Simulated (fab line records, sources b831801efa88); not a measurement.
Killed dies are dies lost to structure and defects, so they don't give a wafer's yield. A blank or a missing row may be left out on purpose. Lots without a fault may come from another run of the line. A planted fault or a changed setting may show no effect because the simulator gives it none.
One fault seen from 2 desks | flow gf180mcu | each desk has only its own numbers; what lay behind them comes last

THE TOOL OWNER'S DESK: krf_scanner-01
The tool's own readings at GF_CONTACT_EXPOSE_11 (exposes mask Contact, target cd 220 nm): means of the sampled wafers that have a number, for each lot that ran on this tool. A lot is out of limits, marked OUT, if its mean lies more than 4 standard deviations from the usual mean; the brackets give that distance.
Columns: A = exposure_dose_mJ_cm2 at GF_CONTACT_EXPOSE_11, usual 37.95
lot  | first seen here | A
L592 | day 15 16:38    | 37.88
L597 | day 17 15:58    | 37.94
L599 | day 18 15:12    | 37.95
L602 | day 19 14:29    | 42.80 (+99 or more) OUT
L607 | day 21 02:26    | 41.78 (+99 or more) OUT
This desk's finding: out of limits on L602, L607; first on L602, day 19 14:29 (exposure_dose_mJ_cm2 at GF_CONTACT_EXPOSE_11). In limits: L592, L597, L599.

THE METROLOGY DESK
What the gauges read, lot by lot, whatever tool the lot ran on: means of the sampled wafers that have a number. A lot is out of limits, marked OUT, if its mean lies more than 4 standard deviations from the usual mean; the brackets give that distance.
Columns: A = CONTACT_BOW at GF_CONTACT_BOW_MEAS_05, usual 66 um; B = cd_nm at GF_CONTACT_CD_MEAS_14, usual 219.8 nm
lot  | first seen here | A  | B
L592 | day 15 05:38    | 63 | 217.9
L593 | day 15 11:47    | 62 | 220.8
L594 | day 15 23:32    | 71 | 221.9
L595 | day 16 08:13    | 63 | 218.6
L596 | day 16 16:17    | 69 | 220.2
L597 | day 17 04:14    | 65 | 220.4
L598 | day 17 10:17    | 62 | 218.4
L599 | day 18 03:05    | 62 | 219.7
L602 | day 19 02:32    | 66 | 239.7 (+15) OUT
L606 | day 20 10:49    | 69 | 221.2
L607 | day 20 13:40    | 65 | 235.7 (+12) OUT
L609 | day 21 10:43    | 74 | 220.5
L612 | day 22 09:59    | 59 | 220.0
This desk's finding: out of limits on L602, L607; first on L602, day 20 03:02 (cd_nm at GF_CONTACT_CD_MEAS_14). In limits: L592, L593, L594, L595, L596, L597, L598, L599, L606, L609, L612.

PUT TOGETHER
The tool owner's desk could have raised an alarm at day 19 14:29, on L602, L607.
The metrology desk could have raised an alarm at day 20 03:02, on L602, L607.
Of the lots named, all ran GF_CONTACT_EXPOSE_11 on krf_scanner-01.

WHAT THE SIMULATOR HAD PUT IN
Process parameter drift: krf_scanner-01, from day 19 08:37 on, at GF_CONTACT_EXPOSE_11. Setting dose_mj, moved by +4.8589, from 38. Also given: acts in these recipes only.
Lots struck among those shown: L602, L607.
Hours from the fault's start to each desk's first reading out of limits: the tool owner's desk, 6; the metrology desk, 18.
